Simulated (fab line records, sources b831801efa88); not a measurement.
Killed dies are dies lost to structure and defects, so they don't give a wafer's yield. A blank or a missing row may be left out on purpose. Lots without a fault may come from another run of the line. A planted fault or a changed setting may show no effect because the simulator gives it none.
Which tool did it? | flow sky130 | 13 lots, 39 wafers sampled, at 5 steps of a route of 708

WHAT THE GAUGES READ, wafer by wafer
The record holds no reading of a measuring or inspecting step that can be judged against a usual standard deviation.

WHICH TOOL RAN EACH LOT (tool, then ch and the chambers of the sampled wafers, then the start)
lot  | SKY_NWELL_IMPLANT_24            | SKY_VIA3_STRIP_16                    | SKY_VIA3_CMP_24               | SKY_METAL4_SPUTTER_01        | SKY_PAD_OPEN_PROBE_99
L396 | implanter-02 ch 0, day 5 09:20  | plasma_asher-03 ch 0,1, day 39 19:45 | cmp-01 ch 1,3, day 39 20:42   | pvd_sputter-03, day 39 21:02 | -
L397 | implanter-02 ch 0, day 5 17:43  | plasma_asher-03 ch 0,1, day 40 01:17 | cmp-02 ch 0,2,3, day 40 02:20 | pvd_sputter-04, day 40 02:36 | -
L398 | implanter-01 ch 0, day 6 00:41  | plasma_asher-03 ch 0,1, day 40 12:51 | cmp-01 ch 0,1,2, day 40 13:51 | pvd_sputter-03, day 40 14:08 | -
L399 | implanter-01 ch 0, day 6 01:58  | plasma_asher-04 ch 0,1, day 40 21:57 | cmp-01 ch 0,2, day 40 22:59   | pvd_sputter-03, day 40 23:16 | -
L401 | implanter-02 ch 0, day 6 15:56  | plasma_asher-03 ch 0,1, day 41 10:33 | cmp-01 ch 0,1,3, day 41 11:34 | pvd_sputter-03, day 41 11:50 | -
L403 | implanter-04 ch 0, day 7 02:29  | plasma_asher-04 ch 0,1, day 42 06:32 | cmp-02 ch 1,2, day 42 07:33   | pvd_sputter-03, day 42 07:53 | -
L404 | implanter-02 ch 0, day 7 09:30  | plasma_asher-03 ch 0,1, day 42 07:44 | cmp-02 ch 1,2, day 42 08:50   | pvd_sputter-02, day 42 09:10 | -
L407 | implanter-01 ch 0, day 8 02:25  | plasma_asher-03 ch 0,1, day 43 00:51 | cmp-01 ch 0,2,3, day 43 01:51 | pvd_sputter-04, day 43 02:08 | -
L408 | implanter-01 ch 0, day 8 09:16  | plasma_asher-01 ch 0, day 43 08:18   | cmp-01 ch 0,3, day 43 09:16   | pvd_sputter-02, day 43 09:35 | -
L409 | implanter-04 ch 0, day 8 14:00  | plasma_asher-03 ch 0,1, day 43 15:34 | cmp-02 ch 1,2, day 43 16:34   | pvd_sputter-03, day 43 16:53 | -
L417 | implanter-04 ch 0, day 10 23:56 | plasma_asher-04 ch 0,1, day 45 21:15 | cmp-02 ch 1,2, day 45 22:13   | pvd_sputter-03, day 45 22:32 | -
L418 | implanter-04 ch 0, day 11 10:28 | plasma_asher-03 ch 0,1, day 46 06:57 | cmp-01 ch 1,2, day 46 08:22   | pvd_sputter-04, day 46 08:41 | prober-02, day 51 04:14
L419 | implanter-01 ch 0, day 11 16:08 | plasma_asher-03 ch 0,1, day 46 13:02 | cmp-01 ch 0,1,3, day 46 14:04 | pvd_sputter-02, day 46 14:17 | -
- SKY_NWELL_IMPLANT_24
- SKY_VIA3_STRIP_16: strips in O2/N2.
- SKY_VIA3_CMP_24: polishes, stops on SiO2, t overpolish 20 s, target thk 0 nm.
- SKY_METAL4_SPUTTER_01: material TiN, target thk 20 nm, time 16.7 s.
- SKY_PAD_OPEN_PROBE_99

WHAT THE TOOLS THEMSELVES READ (means of the sampled wafers that have a number; where no wafer has one, the mark that the record gives instead)
SKY_NWELL_IMPLANT_24.
lot  | tool         | beam_energy_keV
L396 | implanter-02 | 139.97
L397 | implanter-02 | 140.03
L398 | implanter-01 | 140.00
L399 | implanter-01 | 140.00
L401 | implanter-02 | 139.99
L403 | implanter-04 | 139.98
L404 | implanter-02 | 139.99
L407 | implanter-01 | 139.99
L408 | implanter-01 | 139.96
L409 | implanter-04 | 140.00
L417 | implanter-04 | 160.08
L418 | implanter-04 | 160.05
L419 | implanter-01 | 139.94

SKY_VIA3_STRIP_16.
lot  | tool            | drypump_motor_current_A (A) | oes_product_au (a.u.) | strip_time_to_endpoint_s (s)
L396 | plasma_asher-03 | 6.03                        | 0.399                 | 4.159
L397 | plasma_asher-03 | 5.87                        | 0.401                 | 4.139
L398 | plasma_asher-03 | 5.87                        | 0.401                 | 4.134
L399 | plasma_asher-04 | 6.20                        | 0.400                 | 4.117
L401 | plasma_asher-03 | 5.86                        | 0.402                 | 4.126
L403 | plasma_asher-04 | 6.18                        | 0.403                 | 4.136
L404 | plasma_asher-03 | 6.03                        | 0.400                 | 4.072
L407 | plasma_asher-03 | 5.87                        | 0.399                 | 4.095
L408 | plasma_asher-01 | 5.79                        | 0.401                 | 4.135
L409 | plasma_asher-03 | 6.01                        | 0.404                 | 4.134
L417 | plasma_asher-04 | 6.18                        | 0.406                 | 4.134
L418 | plasma_asher-03 | 6.01                        | 0.399                 | 4.136
L419 | plasma_asher-03 | 6.01                        | 0.397                 | 4.125

SKY_VIA3_CMP_24.
lot  | tool   | motor_current_A (A) | overpolish_run_s (s) | time_to_endpoint_s (s)
L396 | cmp-01 | 11.5                | 19.999               | 90
L397 | cmp-02 | 11.8                | 19.996               | 90
L398 | cmp-01 | 12.0                | 20.002               | 90
L399 | cmp-01 | 12.1                | 20.004               | 90
L401 | cmp-01 | 12.4                | 20.009               | 89
L403 | cmp-02 | 10.9                | 19.994               | 97
L404 | cmp-02 | 10.8                | 20.003               | 95
L407 | cmp-01 | 12.4                | 19.995               | 90
L408 | cmp-01 | 11.8                | 20.005               | 93
L409 | cmp-02 | 10.5                | 19.994               | 94
L417 | cmp-02 | 10.9                | 20.000               | 91
L418 | cmp-01 | 11.7                | 20.005               | 94
L419 | cmp-01 | 12.1                | 20.009               | 95

SKY_METAL4_SPUTTER_01.
lot  | tool           | throttle_valve_pct (%)
L396 | pvd_sputter-03 | 30.4
L397 | pvd_sputter-04 | 30.3
L398 | pvd_sputter-03 | 30.4
L399 | pvd_sputter-03 | 31.0
L401 | pvd_sputter-03 | 30.2
L403 | pvd_sputter-03 | 29.2
L404 | pvd_sputter-02 | 30.6
L407 | pvd_sputter-04 | 29.9
L408 | pvd_sputter-02 | 31.0
L409 | pvd_sputter-03 | 30.1
L417 | pvd_sputter-03 | 31.4
L418 | pvd_sputter-04 | 29.7
L419 | pvd_sputter-02 | 30.9

SKY_PAD_OPEN_PROBE_99.
lot  | tool      | killed_at_M0_to_M3 | killed_at_M4_up | killed_at_contacts | killed_at_front_end | killed_at_other | killed_dies | killed_open | killed_short
L418 | prober-02 | 46                 | 0.0             | 17                 | 15                  | 0.0             | 78          | 43          | 35

THE ANSWER, worked out from the rows above alone
Rule: what is usual is taken from the lots themselves. Put in order of their means at a reading, lots are off if they are a third of the lots or fewer, leave a main group of 4 or more, and stand apart from it by a gap of 3 or more times the standard deviation of the main group's means; of several such gaps the widest counts. A main group whose means are all the same, to the digits that the tables above print for the reading, isn't used. A lot without any number at a reading at which 4 lots or more have one is off too. The other lots that the step has rows for count as sound. The gauges are gone through in route order, then the tools' own readings, and for those a lot's mean is taken as printed above. The first step at which some lot is off is used, and at that step the reading that is off furthest; a lot without a number counts as furthest.
Off: L417, L418, at SKY_NWELL_IMPLANT_24 (beam_energy_keV). The main group: mean 139.99, standard deviation 0.023.
A tool fits if, at that step or a process step before it, it ran every lot that is off, and no sound lot after the first of them. One fits: implanter-04 at SKY_NWELL_IMPLANT_24. Its last sound lot is L409 (day 8 14:00), its first lot that is off L417 (day 10 23:56): a fault that began between those two fits.
The tool's own readings at SKY_NWELL_IMPLANT_24 bear it out: on the lots that are off they differ by more than 5 times the standard deviation of the sound lots' means. beam_energy_keV reads 160.06 there against 139.99 on the sound lots.

WHAT THE SIMULATOR HAD PUT IN
Process parameter drift: implanter-04, from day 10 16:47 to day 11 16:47, at SKY_NWELL_IMPLANT_24. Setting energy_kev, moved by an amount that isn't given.
Lots struck among those shown: L417, L418. The rule above found the same.
